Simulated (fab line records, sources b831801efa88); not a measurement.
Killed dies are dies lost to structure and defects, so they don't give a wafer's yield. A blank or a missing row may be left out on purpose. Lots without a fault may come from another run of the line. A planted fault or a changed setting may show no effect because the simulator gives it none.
fab line records | flow sfq_line
record lots=5 wafers=15 last_day=92
route steps=325 shown M1@65 I1@73 M2@88
lots that met no fault: from a run of the same line without faults
start_h: hours from the record's first day to the start of the lot's first wafer shown | wait_h: hours since the lot's step before | " the same as in the row above | L1.1+2: a row that stands for several wafers | - no value, or no start given | * or withheld: withheld | < > ~ a bound
route shown NAME@n: a module of which the file shows steps, and the number in the route of the first | usual: mean/standard deviation of fault-free wafers | same: alike in all rows | chamber/n: place in a boat | sites: the reading at each site | _std_site: their standard deviation | _edge_site: outer sites' mean less inner sites' | radius_mm: how far each site lies from the wafer's centre | mask NAME#n: copy n | behind: the tool/chamber that last shaped the wafer | hold: why the lot was held/for how many hours/how that ended | device: the transistor (n, p or np) that didn't switch | end of line: the same wafers' tests at the end of the route | a step without rows: its recipe alone | killed: dies lost to structure and defects at the first sort, not the wafer's yield | map: a wafer's dies, x killed, . not, _ none there
set.NAME: the setting as run; set.NAME@STEP: as run at that earlier step | model.NAME: the simulator's own value behind a step, which no gauge read
lots at some steps of the route; a table a step, a row a wafer
services: from which hour (start_h, from the record's first day; less than 0 if before it) a tool's chamber was out of use, for how many hours, and why
## steps
# step SFQ_TRILAYER_M1_LITHO_EXPOSE_040
# recipe mask_id=M1 na=0.6 source_shape=conventional sigma_outer=0.65 target_cd_nm=500 dose_mj=14.4
# columns lot.wafer tool chamber start_h wait_h mask
L075.1+2+5 krf_scanner-01 0 239.53 - M1#0
L076.1+5+6 krf_scanner-01 0 305.20 - M1#0
L086.1+2+5 krf_scanner-02 0 563.86 - M1#0
L090.2+3+5 krf_scanner-01 0 590.58 - M1#0
L094.1+4+6 krf_scanner-01 0 608.38 - M1#0
# step SFQ_TRILAYER_M1_LITHO_PEB_042
# recipe peb_temp_c=115 peb_time_s=60 resist=KrF
# usual chill_plate_temp_C=22.98/0.11
# columns lot.wafer tool chamber start_h wait_h chill_plate_temp_C
L075.1 litho_track-02 0 240.73 1.0 22.98
L075.2 " 0 " " 22.99
L075.5 " 0 " " 22.95
L076.1 litho_track-04 0 306.40 1.0 22.84
L076.5 " 0 " " 22.90
L076.6 " 0 " " 22.97
L086.1 litho_track-02 0 565.06 1.0 23.11
L086.2 " 0 " " 23.05
L086.5 " 0 " " 23.25
L090.2 litho_track-04 0 591.61 0.8 23.13
L090.3 " 0 " " 22.96
L090.5 " 0 " " 23.06
L094.1 litho_track-04 0 609.58 1.0 22.98
L094.4 " 0 " " 22.98
L094.6 " 0 " " 23.02
# step SFQ_TRILAYER_M1_LITHO_DEVELOP_041
# recipe time_s=60 resist=KrF
# usual chill_plate_temp_C=23.01/0.11
# columns lot.wafer tool chamber start_h wait_h chill_plate_temp_C
L075.1 litho_track-02 0 240.88 0.1 22.79
L075.2 " 0 " " 22.91
L075.5 " 0 " " 23.03
L076.1 litho_track-04 0 306.55 0.1 22.93
L076.5 " 0 " " 22.76
L076.6 " 0 " " 23.00
L086.1 litho_track-02 0 565.21 0.1 23.03
L086.2 " 0 " " 23.13
L086.5 " 0 " " 22.94
L090.2 litho_track-04 0 591.76 0.1 23.08
L090.3 " 0 " " 22.96
L090.5 " 0 " " 22.89
L094.1 litho_track-04 0 609.73 0.1 22.96
L094.4 " 0 " " 23.06
L094.6 " 0 " " 22.93
# step SFQ_M1_OVL_MEAS_911
# usual M1_OVL=-1/5.5
# columns lot.wafer tool chamber start_h wait_h M1_OVL[nm]
L075.1 overlay-01 - 241.03 0.1 1
L075.2 " - " " 1
L075.5 " - " " 1
L076.1 overlay-01 - 306.70 0.1 -3
L076.5 " - " " -4
L076.6 " - " " -4
L086.1 overlay-02 - 565.36 0.1 0
L086.2 " - " " -2
L086.5 " - " " 6
L090.2 overlay-01 - 591.89 0.1 -4
L090.3 " - " " -1
L090.5 " - " " -4
L094.1 overlay-01 - 609.88 0.1 -10
L094.4 " - " " -6
L094.6 " - " " 2
# step SFQ_TRILAYER_M1_BARC_OPEN_METAL_ETCH_054
# recipe mask_material=PR chemistry=O2 target_depth_nm=125 target=BARC icp_w=600 bias_w=80 pressure_mtorr=10 time_s=41.7
# usual bias_w=80.01/0.24 drypump_motor_current_A=5.4/0.38 oes_product_au=0.684/0.0052
# columns lot.wafer tool chamber start_h wait_h bias_w drypump_motor_current_A oes_product_au rf_hours_counter_h
L075.1 rie_metal-01 0 241.07 0.0 79.90 5.8 0.677 57
L075.2 " 1 " " 80.14 5.4 0.685 84
L075.5 " 0 " " 79.84 5.9 0.686 -
L076.1 rie_metal-03 0 306.73 0.0 80.22 5.3 0.689 5
L076.5 " 0 " " 80.12 5.2 0.675 -
L076.6 " 1 " " 80.20 5.6 0.690 -
L086.1 rie_metal-01 1 565.40 0.0 80.12 5.4 0.692 123
L086.2 " 0 " " 79.82 5.9 0.676 96
L086.5 " 1 " " 79.78 5.4 0.680 -
L090.2 rie_metal-02 1 591.92 0.0 80.23 4.7 0.689 41
L090.3 " 1 " " 79.87 4.7 0.679 -
L090.5 " 1 " " 80.41 4.7 0.689 -
L094.1 rie_metal-03 1 609.92 0.0 79.65 5.5 0.682 15
L094.4 " 1 " " 80.25 5.5 0.691 -
L094.6 " 1 " " 80.03 5.5 0.676 -
# step SFQ_TRILAYER_M1_ETCH_METAL_ETCH_042
# recipe target=Nb stop_on=SiO2 mask_material=PR chemistry=Cl2/Ar target_depth_nm=240 icp_w=600 bias_w=80 pressure_mtorr=10 time_s=120
# usual bias_w=79.99/0.22 drypump_motor_current_A=5.4/0.38 oes_product_au=0.894/0.0077
# columns lot.wafer tool chamber start_h wait_h bias_w drypump_motor_current_A oes_product_au rf_hours_counter_h
L075.1 rie_metal-01 0 241.13 0.0 80.23 5.8 0.889 57
L075.2 " 1 " " 80.31 5.4 0.890 84
L075.5 " 0 " " 79.99 5.9 0.895 -
L076.1 rie_metal-03 0 306.79 0.0 79.71 5.2 0.899 5
L076.5 " 0 " " 80.05 5.3 0.906 -
L076.6 " 1 " " 79.68 5.5 0.896 -
L086.1 rie_metal-01 1 565.46 0.0 80.23 5.4 0.891 123
L086.2 " 0 " " 80.10 5.8 0.901 96
L086.5 " 1 " " 80.09 5.4 0.892 -
L090.2 rie_metal-02 1 591.98 0.0 80.17 4.7 0.892 41
L090.3 " 1 " " 80.13 4.7 0.879 -
L090.5 " 1 " " 80.02 4.7 0.890 -
L094.1 rie_metal-03 1 610.04 0.1 80.17 5.5 0.907 15
L094.4 " 1 " " 79.88 5.5 0.896 -
L094.6 " 1 " " 80.20 5.5 0.903 -
# step SFQ_TRILAYER_M1_STRIP_STRIP_043
# recipe gas=O2 power_w=200 platen_temp_c=40 overash_fraction=0.65 chemistry=O2 pressure_mtorr=50
# usual drypump_motor_current_A=5.4/0.38 oes_product_au=1.001/0.012 platen_temp_c=40.01/0.13
# columns lot.wafer tool chamber start_h wait_h drypump_motor_current_A oes_product_au platen_temp_c rf_hours_counter_h
L075.1 rie_metal-01 0 241.26 0.1 5.8 0.964 40.23 57
L075.2 " 1 " " 5.4 1.008 39.83 84
L075.5 " 0 " " 5.8 0.979 40.06 -
L076.1 rie_metal-03 0 306.92 0.1 5.3 0.991 39.88 5
L076.5 " 0 " " 5.3 0.988 40.03 -
L076.6 " 1 " " 5.5 1.019 39.78 -
L086.1 rie_metal-01 1 565.58 0.1 5.4 1.021 39.97 123
L086.2 " 0 " " 5.9 0.980 40.09 96
L086.5 " 1 " " 5.4 1.000 40.00 -
L090.2 rie_metal-02 1 592.11 0.1 4.7 1.009 40.03 41
L090.3 " 1 " " 4.7 1.014 40.03 -
L090.5 " 1 " " 4.7 1.013 40.04 -
L094.1 rie_metal-03 1 610.29 0.2 5.5 1.004 39.90 15
L094.4 " 1 " " 5.5 0.997 39.92 -
L094.6 " 1 " " 5.5 1.000 39.90 -
# step SFQ_TRILAYER_M1_STRIP_SOLV_CLEAN_044
# recipe chemistry=NMP temp_c=70 time_s=600
# usual bath_guard_temp_C=70.1/0.42 temp_c=70.01/0.11
# columns lot.wafer tool chamber start_h wait_h bath_guard_temp_C temp_c
L075.1 wet_bench-02 4 241.86 0.4 70.1 70.04
L075.2 " 6 " " 70.5 69.93
L075.5 " 7 " " 69.6 70.12
L076.1 wet_bench-01 1 307.52 0.4 69.8 70.18
L076.5 " 0 " " 69.8 69.74
L076.6 " 4 " " 69.5 70.06
L086.1 wet_bench-02 3 566.18 0.4 69.8 70.00
L086.2 " 0 " " 70.1 69.83
L086.5 " 4 " " 70.1 69.84
L090.2 wet_bench-02 2 592.71 0.4 70.0 69.88
L090.3 " 6 " " 70.7 70.01
L090.5 " 0 " " 70.3 69.88
L094.1 wet_bench-01 7 611.49 1.0 69.9 70.20
L094.4 " 0 " " 70.1 70.07
L094.6 " 6 " " 70.0 70.13
# step SFQ_TRILAYER_I1_DEP_PECVD_045
# recipe material=SiO2 temp_c=150 time_s=111.11 pressure_torr=2.4 rf_w=183.3 precursor=SiH4/N2O target_thk_nm=500
# usual heater_power_w=85/15 susceptor_temp_C=149.99/0.14 throttle_valve_pct=24.9/1.3
# columns lot.wafer tool chamber start_h wait_h heater_power_w susceptor_temp_C throttle_valve_pct
L075.1 pecvd-04 1 242.05 0.0 62 149.90 24.0
L075.2 " 0 " " 86 150.12 22.6
L075.5 " 1 " " 66 149.90 24.2
L076.1 pecvd-04 2 307.69 0.0 73 149.87 23.5
L076.5 " 1 " " 56 150.23 24.2
L076.6 " 2 " " 78 150.11 23.4
L086.1 pecvd-03 2 566.36 0.0 95 150.34 25.4
L086.2 " 1 " " 96 150.12 25.1
L086.5 " 0 " " 115 149.76 27.7
L090.2 pecvd-04 1 592.88 0.0 68 150.03 24.7
L090.3 " 2 " " 73 150.08 23.9
L090.5 " 0 " " 99 149.98 23.6
L094.1 pecvd-01 0 611.67 0.0 75 149.96 23.7
L094.4 " 0 " " 78 150.06 23.6
L094.6 " 2 " " 102 150.02 24.9
# step SFQ_TRILAYER_I1_CMP_CMP_046
# recipe material=SiO2 down_force_psi=3 platen_rpm=60 pad_velocity_m_s=0.94248
# usual head_pressure_psi=2.999/0.0068 motor_current_A=9.8/0.55 time_to_endpoint_s=218/7.4
# columns lot.wafer tool chamber start_h wait_h head_pressure_psi motor_current_A time_to_endpoint_s
L075.2 cmp-02 1 255.81 13.7 2.997 9.9 209
L075.1 " 2 " " 3.021 10.0 207
L075.5 " 0 257.31 15.2 2.992 11.0 214
L076.1 cmp-01 2 311.13 3.4 3.001 9.5 230
L076.5 " 3 " " 2.999 10.9 221
L076.6 " 0 " " 3.002 8.9 232
L086.1 cmp-02 3 566.43 0.0 2.998 9.5 214
L086.2 " 1 567.43 1.0 2.988 9.7 225
L086.5 " 0 568.93 2.5 3.008 10.3 232
L090.3 cmp-02 2 600.01 7.1 3.008 9.8 223
L090.2 " 0 601.01 8.1 3.009 10.5 223
L090.5 " 3 602.51 9.6 3.003 9.6 221
L094.4 cmp-02 1 613.34 1.6 3.003 9.9 215
L094.1 " 2 " " 3.009 9.3 218
L094.6 " 3 " " 3.001 9.8 216
# step SFQ_I1_BOW_MEAS_912
# recipe mode=bow
# usual I1_BOW=0/7.8
# columns lot.wafer tool chamber start_h wait_h I1_BOW[um]
L075.1 film_metro-03 - 257.81 1.0 -11
L075.2 " - " " 3
L075.5 " - " " 4
L076.1 film_metro-03 - 312.63 1.0 3
L076.5 " - " " -14
L076.6 " - " " 3
L086.1 film_metro-01 - 569.43 2.5 8
L086.2 " - " " 0
L086.5 " - " " -3
L090.2 film_metro-01 - 603.03 1.5 4
L090.3 " - " " -12
L090.5 " - " " 0
L094.1 film_metro-01 - 615.34 1.0 -19
L094.4 " - " " -12
L094.6 " - " " -3
# step SFQ_TRILAYER_I1_METRO_MEASURE_047
# usual thk_nm=200.4/1.2
# columns lot.wafer tool chamber start_h wait_h thk_nm
L075.1 film_metro-03 - 257.93 0.1 199.4
L075.2 " - " " 198.5
L075.5 " - " " 199.3
L076.1 film_metro-03 - 312.75 0.1 200.3
L076.5 " - " " 200.7
L076.6 " - " " 200.5
L086.1 film_metro-01 - 569.55 0.1 200.5
L086.2 " - " " 200.9
L086.5 " - " " 201.0
L090.2 film_metro-01 - 603.33 0.3 201.8
L090.3 " - " " 202.8
L090.5 " - " " 201.7
L094.1 film_metro-01 - 615.46 0.1 200.2
L094.4 " - " " 199.7
L094.6 " - " " 199.6
# step SFQ_TRILAYER_I1_VIA_LITHO_COAT_054
# recipe resist=BARC spin_rpm=3000 resist_thk_nm=62
# usual chill_plate_temp_C=23.01/0.11
# columns lot.wafer tool chamber start_h wait_h chill_plate_temp_C
L075.1 litho_track-01 0 259.13 1.0 23.22
L075.2 " 0 " " 23.23
L075.5 " 0 " " 23.19
L076.1 litho_track-04 0 313.95 1.0 22.80
L076.5 " 0 " " 22.91
L076.6 " 0 " " 22.84
L086.1 litho_track-01 0 570.75 1.0 23.00
L086.2 " 0 " " 23.05
L086.5 " 0 " " 22.80
L090.2 litho_track-03 0 604.38 0.8 23.03
L090.3 " 0 " " 22.89
L090.5 " 0 " " 23.11
L094.1 litho_track-04 0 616.66 1.0 23.16
L094.4 " 0 " " 22.94
L094.6 " 0 " " 23.01
# step SFQ_TRILAYER_I1_VIA_LITHO_COAT_049
# recipe resist=KrF spin_rpm=3000 resist_thk_nm=650
# usual chill_plate_temp_C=23.01/0.1
# columns lot.wafer tool chamber start_h wait_h chill_plate_temp_C
L075.1 litho_track-01 0 259.43 0.2 23.14
L075.2 " 0 " " 22.94
L075.5 " 0 " " 23.27
L076.1 litho_track-04 0 314.25 0.2 23.01
L076.5 " 0 " " 23.22
L076.6 " 0 " " 22.97
L086.1 litho_track-01 0 571.05 0.2 22.93
L086.2 " 0 " " 22.88
L086.5 " 0 " " 23.10
L090.2 litho_track-03 0 604.68 0.2 22.89
L090.3 " 0 " " 22.90
L090.5 " 0 " " 23.09
L094.1 litho_track-04 0 616.96 0.2 23.10
L094.4 " 0 " " 23.10
L094.6 " 0 " " 23.13
# step SFQ_TRILAYER_I1_VIA_LITHO_SOFTBAKE_053
# recipe temp_c=withheld time_s=withheld resist=KrF
# usual chill_plate_temp_C=*
# columns lot.wafer tool chamber start_h wait_h chill_plate_temp_C
L075.1 litho_track-01 0 259.73 0.2 *
L075.2 " 0 " " *
L075.5 " 0 " " *
L076.1 litho_track-04 0 314.55 0.2 *
L076.5 " 0 " " *
L076.6 " 0 " " *
L086.1 litho_track-01 0 571.35 0.2 *
L086.2 " 0 " " *
L086.5 " 0 " " *
L090.2 litho_track-03 0 604.96 0.2 *
L090.3 " 0 " " *
L090.5 " 0 " " *
L094.1 litho_track-04 0 617.26 0.2 *
L094.4 " 0 " " *
L094.6 " 0 " " *
# step SFQ_TRILAYER_I1_VIA_LITHO_EXPOSE_050
# recipe mask_id=I1 na=0.6 source_shape=conventional sigma_outer=0.65 target_cd_nm=500 dose_mj=21.3
# columns lot.wafer tool chamber start_h wait_h mask
L075.1+2+5 krf_scanner-01 0 380.87 - I1#0
L076.1+5+6 krf_scanner-01 0 456.68 - I1#0
L086.1+2+5 krf_scanner-02 0 575.96 - I1#0
L090.2+3+5 krf_scanner-02 0 605.28 - I1#0
L094.1+4+6 krf_scanner-02 0 617.41 - I1#0
# step SFQ_TRILAYER_I1_VIA_LITHO_PEB_052
# recipe peb_temp_c=115 peb_time_s=60 resist=KrF
# usual chill_plate_temp_C=22.98/0.11
# columns lot.wafer tool chamber start_h wait_h chill_plate_temp_C
L075.1 litho_track-01 0 382.07 1.0 23.07
L075.2 " 0 " " 23.07
L075.5 " 0 " " 22.98
L076.1 litho_track-03 0 457.88 1.0 22.80
L076.5 " 0 " " 22.91
L076.6 " 0 " " 22.71
L086.1 litho_track-04 0 577.16 1.0 23.19
L086.2 " 0 " " 23.27
L086.5 " 0 " " 23.10
L090.2 litho_track-04 0 606.31 0.8 23.20
L090.3 " 0 " " 23.14
L090.5 " 0 " " 22.99
L094.1 litho_track-03 0 618.61 1.0 22.84
L094.4 " 0 " " 22.65
L094.6 " 0 " " 22.78
# step SFQ_TRILAYER_I1_VIA_LITHO_DEVELOP_051
# recipe time_s=60 resist=KrF
# usual chill_plate_temp_C=22.99/0.1
# columns lot.wafer tool chamber start_h wait_h chill_plate_temp_C
L075.1 litho_track-01 0 382.22 0.1 22.88
L075.2 " 0 " " 23.07
L075.5 " 0 " " 23.12
L076.1 litho_track-03 0 458.03 0.1 23.21
L076.5 " 0 " " 23.08
L076.6 " 0 " " 23.04
L086.1 litho_track-04 0 577.31 0.1 23.04
L086.2 " 0 " " 22.92
L086.5 " 0 " " 23.03
L090.2 litho_track-04 0 606.46 0.1 22.76
L090.3 " 0 " " 22.95
L090.5 " 0 " " 22.78
L094.1 litho_track-03 0 618.76 0.1 22.99
L094.4 " 0 " " 22.92
L094.6 " 0 " " 22.98
# step SFQ_I1_OVL_MEAS_913
# usual I1_OVL=-3/5.5
# columns lot.wafer tool chamber start_h wait_h I1_OVL[nm]
L075.1 overlay-02 - 382.37 0.1 3
L075.2 " - " " -2
L075.5 " - " " 6
L076.1 overlay-01 - 458.18 0.1 1
L076.5 " - " " 0
L076.6 " - " " 5
L086.1 overlay-01 - 577.46 0.1 -2
L086.2 " - " " -1
L086.5 " - " " -8
L090.2 overlay-02 - 606.59 0.1 -4
L090.3 " - " " -2
L090.5 " - " " 1
L094.1 overlay-01 - 618.91 0.1 1
L094.4 " - " " -2
L094.6 " - " " 0
# step SFQ_TRILAYER_I1_VIA_BARC_OPEN_VIA_ETCH_071
# recipe mask_material=PR chemistry=O2 target_depth_nm=125 target=BARC source_w=500 bias_w=80 pressure_mtorr=30 time_s=41.7
# usual bias_w=80.03/0.24 drypump_motor_current_A=6.1/0.57 oes_product_au=0.685/0.0051
# columns lot.wafer tool chamber start_h wait_h bias_w drypump_motor_current_A oes_product_au rf_hours_counter_h
L075.1 rie_diel-01 3 382.41 0.0 80.29 6.5 0.676 1
L075.2 " 1 " " 80.32 6.7 0.684 7
L075.5 " 0 " " 80.07 6.0 0.684 -
L076.1 rie_diel-01 3 458.22 0.0 79.90 6.4 0.681 3
L076.5 " 1 " " 79.69 6.6 0.691 -
L076.6 " 3 " " 80.30 6.4 0.683 -
L086.1 rie_diel-03 3 577.50 0.0 80.07 6.7 0.690 51
L086.2 " 1 " " 80.34 5.7 0.673 7
L086.5 " 0 " " 79.95 6.4 0.691 -
L090.2 rie_diel-03 1 606.62 0.0 80.03 5.7 0.691 7
L090.3 " 3 " " 79.97 6.7 0.686 51
L090.5 " 3 " " 79.95 6.7 0.683 -
L094.1 rie_diel-04 3 618.95 0.0 79.94 5.8 0.689 29
L094.4 " 2 " " 80.02 6.3 0.690 9
L094.6 " 2 " " 79.93 6.3 0.688 -
# step SFQ_TRILAYER_I1_VIA_ETCH_VIA_ETCH_052
# recipe target=SiO2 stop_on=Nb mask_material=PR taper_deg=20 chemistry=CHF3 target_depth_nm=260 source_w=500 bias_w=80 pressure_mtorr=30 time_s=withheld
# usual bias_w=80.05/0.24 drypump_motor_current_A=6.1/0.57 oes_product_au=0.855/0.0053
# columns lot.wafer tool chamber start_h wait_h bias_w drypump_motor_current_A oes_product_au
L075.1 rie_diel-01 3 382.45 0.0 80.27 6.5 0.851
L075.2 " 1 " " 80.36 6.7 0.854
L075.5 " 0 " " 80.45 6.0 0.856
L076.1 rie_diel-01 3 458.26 0.0 80.27 6.4 0.858
L076.5 " 1 " " 79.64 6.7 0.854
L076.6 " 3 " " 79.97 6.4 0.854
L086.1 rie_diel-03 3 577.54 0.0 80.22 6.7 0.859
L086.2 " 1 " " 79.87 5.7 0.859
L086.5 " 0 " " 80.06 6.4 0.856
L090.2 rie_diel-03 1 606.66 0.0 80.19 5.7 0.853
L090.3 " 3 " " 79.78 6.7 0.863
L090.5 " 3 " " 80.16 6.7 0.861
L094.1 rie_diel-04 3 618.99 0.0 79.97 5.8 0.850
L094.4 " 2 " " 80.15 6.2 0.847
L094.6 " 2 " " 80.00 6.3 0.850
# step SFQ_TRILAYER_I1_VIA_STRIP_STRIP_053
# recipe gas=O2 power_w=200 platen_temp_c=40 overash_fraction=0.65 chemistry=O2 pressure_mtorr=50
# usual drypump_motor_current_A=5.2/0.33 oes_product_au=1.004/0.012 platen_temp_c=39.99/0.1
# columns lot.wafer tool chamber start_h wait_h drypump_motor_current_A oes_product_au platen_temp_c rf_hours_counter_h
L075.1 rie_metal-02 1 382.56 - 4.7 1.022 40.09 12
L075.2 " 0 " " 5.7 0.988 39.85 4
L075.5 " 1 " " 4.7 1.023 39.93 -
L076.1 rie_metal-03 0 458.37 - 5.3 0.988 39.98 29
L076.5 " 0 " " 5.2 0.983 39.87 -
L076.6 " 1 " " 5.5 1.010 39.95 -
L086.1 rie_metal-04 0 577.65 - 5.0 1.004 39.95 76
L086.2 " 1 " " 5.3 0.995 40.11 28
L086.5 " 0 " " 5.1 1.019 40.04 -
L090.2 rie_metal-04 1 606.77 - 5.3 1.001 40.03 32
L090.3 " 1 " " 5.3 1.000 40.01 -
L090.5 " 1 " " 5.3 1.004 39.89 -
L094.1 rie_metal-04 0 619.10 - 5.1 1.006 40.08 83
L094.4 " 0 " " 5.1 1.020 40.06 -
L094.6 " 0 " " 5.1 1.016 39.91 -
# step SFQ_TRILAYER_I1_VIA_STRIP_SOLV_CLEAN_054
# recipe chemistry=NMP temp_c=70 time_s=600
# usual bath_guard_temp_C=70.2/0.44 temp_c=70.01/0.12
# columns lot.wafer tool chamber start_h wait_h bath_guard_temp_C temp_c
L075.1 wet_bench-04 4 383.16 0.4 69.8 69.92
L075.2 " 3 " " 69.9 69.88
L075.5 " 2 " " 70.3 69.89
L076.1 wet_bench-02 4 458.97 0.4 69.8 70.03
L076.5 " 5 " " 70.8 69.93
L076.6 " 0 " " 70.4 69.72
L086.1 wet_bench-03 3 578.25 0.4 70.5 70.11
L086.2 " 2 " " 70.0 70.02
L086.5 " 7 " " 70.0 70.01
L090.2 wet_bench-02 5 607.37 0.4 70.5 70.11
L090.3 " 4 " " 69.7 69.94
L090.5 " 2 " " 70.2 69.86
L094.1 wet_bench-02 2 619.70 0.4 70.2 69.78
L094.4 " 4 " " 69.8 69.93
L094.6 " 3 " " 69.9 69.97
# step SFQ_TRILAYER_M2_DEP_PRE_CLEAN_056
# recipe gas=Ar time_s=22.5 bias_v=250
# columns lot.wafer tool chamber start_h wait_h
L075.1+2+5 pvd_sputter-06 - 383.33 0.0
L076.1+5+6 pvd_sputter-04 - 459.15 0.0
L086.1+2+5 pvd_sputter-05 - 578.42 0.0
L090.2+3+5 pvd_sputter-05 - 607.55 0.0
L094.1+4+6 pvd_sputter-04 - 619.88 0.0
# step SFQ_TRILAYER_M2_DEP_SPUTTER_055
# recipe material=Nb base_pressure_pa=1.33e-06 chamber_pressure_pa=0.1333 substrate_temp_c=20 resputter_cathode_voltage_v=400 target_thk_nm=200 power_w=2000 time_s=133.3
# usual throttle_valve_pct=29.9/0.72
# columns lot.wafer tool chamber start_h wait_h throttle_valve_pct
L075.1 pvd_sputter-06 - 383.36 0.0 30.5
L075.2 " - " " 30.2
L075.5 " - " " 30.5
L076.1 pvd_sputter-04 - 459.18 0.0 30.5
L076.5 " - " " 31.7
L076.6 " - " " 29.4
L086.1 pvd_sputter-05 - 578.45 0.0 29.6
L086.2 " - " " 29.5
L086.5 " - " " 29.3
L090.2 pvd_sputter-05 - 607.58 0.0 29.7
L090.3 " - " " 28.9
L090.5 " - " " 28.9
L094.1 pvd_sputter-04 - 619.91 0.0 29.4
L094.4 " - " " 30.6
L094.6 " - " " 29.7
# step SFQ_M2_RS_MEAS_914
# recipe thk_meas_gauge=four-point-probe reads=Nb_of_TRILAYER_M2_DEP_SPUTTER_055
# usual M2_NB_RS=0.894/0.0096
# columns lot.wafer tool chamber start_h wait_h M2_NB_RS[ohm/sq]
L075.1 film_metro-02 - 383.45 0.0 0.904
L075.2 " - " " 0.905
L075.5 " - " " 0.908
L076.1 film_metro-02 - 459.27 0.0 0.886
L076.5 " - " " 0.883
L076.6 " - " " 0.872
L086.1 film_metro-04 - 578.54 0.0 0.901
L086.2 " - " " 0.889
L086.5 " - " " 0.911
L090.2 film_metro-04 - 607.69 0.1 0.896
L090.3 " - " " 0.883
L090.5 " - " " 0.883
L094.1 film_metro-01 - 620.00 0.0 0.897
L094.4 " - " " 0.909
L094.6 " - " " 0.902
# step SFQ_TRILAYER_M2_LITHO_COAT_062
# recipe resist=BARC spin_rpm=3000 resist_thk_nm=62
# usual chill_plate_temp_C=23.00/0.11
# columns lot.wafer tool chamber start_h wait_h chill_plate_temp_C
L075.1 litho_track-04 0 383.63 0.1 22.98
L075.2 " 0 " " 23.09
L075.5 " 0 " " 22.97
L076.1 litho_track-03 0 459.45 0.1 23.16
L076.5 " 0 " " 23.09
L076.6 " 0 " " 22.97
L086.1 litho_track-03 0 578.72 0.1 22.89
L086.2 " 0 " " 22.80
L086.5 " 0 " " 23.12
L090.2 litho_track-03 0 607.90 0.1 22.93
L090.3 " 0 " " 22.87
L090.5 " 0 " " 22.86
L094.1 litho_track-03 0 620.18 0.1 22.96
L094.4 " 0 " " 22.93
L094.6 " 0 " " 22.92
# step SFQ_TRILAYER_M2_LITHO_COAT_057
# recipe resist=KrF spin_rpm=3000 resist_thk_nm=600
# usual chill_plate_temp_C=23.00/0.12
# columns lot.wafer tool chamber start_h wait_h chill_plate_temp_C
L075.1 litho_track-04 0 383.93 0.2 22.93
L075.2 " 0 " " 23.01
L075.5 " 0 " " 23.00
L076.1 litho_track-03 0 459.75 0.2 23.18
L076.5 " 0 " " 23.11
L076.6 " 0 " " 23.06
L086.1 litho_track-03 0 579.02 0.2 22.95
L086.2 " 0 " " 23.02
L086.5 " 0 " " 22.91
L090.2 litho_track-03 0 608.20 0.2 22.99
L090.3 " 0 " " 23.19
L090.5 " 0 " " 23.13
L094.1 litho_track-03 0 620.48 0.2 23.03
L094.4 " 0 " " 22.85
L094.6 " 0 " " 23.05
# step SFQ_TRILAYER_M2_LITHO_SOFTBAKE_061
# recipe temp_c=withheld time_s=withheld resist=KrF
# usual chill_plate_temp_C=*
# columns lot.wafer tool chamber start_h wait_h chill_plate_temp_C
L075.1 litho_track-04 0 384.23 0.2 *
L075.2 " 0 " " *
L075.5 " 0 " " *
L076.1 litho_track-03 0 460.05 0.2 *
L076.5 " 0 " " *
L076.6 " 0 " " *
L086.1 litho_track-03 0 579.32 0.2 *
L086.2 " 0 " " *
L086.5 " 0 " " *
L090.2 litho_track-03 0 608.47 0.2 *
L090.3 " 0 " " *
L090.5 " 0 " " *
L094.1 litho_track-03 0 620.78 0.2 *
L094.4 " 0 " " *
L094.6 " 0 " " *
# step SFQ_TRILAYER_M2_LITHO_EXPOSE_058
# recipe mask_id=M2 na=0.6 source_shape=conventional sigma_outer=0.65 target_cd_nm=500 dose_mj=14.4
# columns lot.wafer tool chamber start_h wait_h mask
L075.1+2+5 krf_scanner-02 0 384.51 - M2#0
L076.1+5+6 krf_scanner-02 0 460.20 - M2#0
L086.1+2+5 krf_scanner-02 0 738.50 - M2#0
L090.2+3+5 krf_scanner-01 0 773.49 - M2#0
L094.1+4+6 krf_scanner-02 0 784.47 - M2#0
# step SFQ_TRILAYER_M2_LITHO_PEB_060
# recipe peb_temp_c=115 peb_time_s=60 resist=KrF
# usual chill_plate_temp_C=23.00/0.1
# columns lot.wafer tool chamber start_h wait_h chill_plate_temp_C
L075.1 litho_track-04 0 385.71 1.0 23.11
L075.2 " 0 " " 23.00
L075.5 " 0 " " 23.12
L076.1 litho_track-02 0 461.40 1.0 23.04
L076.5 " 0 " " 22.93
L076.6 " 0 " " 22.94
L086.1 litho_track-04 0 739.70 1.0 23.09
L086.2 " 0 " " 22.99
L086.5 " 0 " " 22.91
L090.2 litho_track-03 0 774.51 0.8 23.09
L090.3 " 0 " " 23.10
L090.5 " 0 " " 23.04
L094.1 litho_track-04 0 785.67 1.0 23.02
L094.4 " 0 " " 22.92
L094.6 " 0 " " 23.02
## services
# columns tool chamber start_h hours kind
krf_scanner-02 - 220.19 1.2 repair
krf_scanner-02 - 222.55 1.3 pm
krf_scanner-02 - 244.37 0.8 pm
krf_scanner-01 - 246.90 3.0 pm
krf_scanner-02 - 288.64 1.0 pm
krf_scanner-01 - 302.70 1.3 pm
krf_scanner-01 - 321.96 1.8 repair
krf_scanner-02 - 334.02 3.0 pm
rie_metal-03 - 337.71 0.3 repair
krf_scanner-01 - 342.55 1.0 pm
krf_scanner-01 - 394.07 0.8 pm
krf_scanner-02 - 397.80 1.3 pm
rie_metal-03 - 410.89 2.8 pm
krf_scanner-02 - 413.74 0.8 pm
krf_scanner-02 - 455.72 3.1 repair
krf_scanner-02 - 458.78 1.0 pm
krf_scanner-02 - 472.68 0.7 repair
krf_scanner-02 - 476.28 0.2 repair
krf_scanner-02 - 574.66 1.3 pm
krf_scanner-02 - 581.84 0.8 pm
krf_scanner-02 - 626.64 1.0 pm
krf_scanner-02 - 644.14 1.4 repair
krf_scanner-02 - 750.50 1.3 pm
krf_scanner-02 - 751.80 4.4 pm
## key
fault none
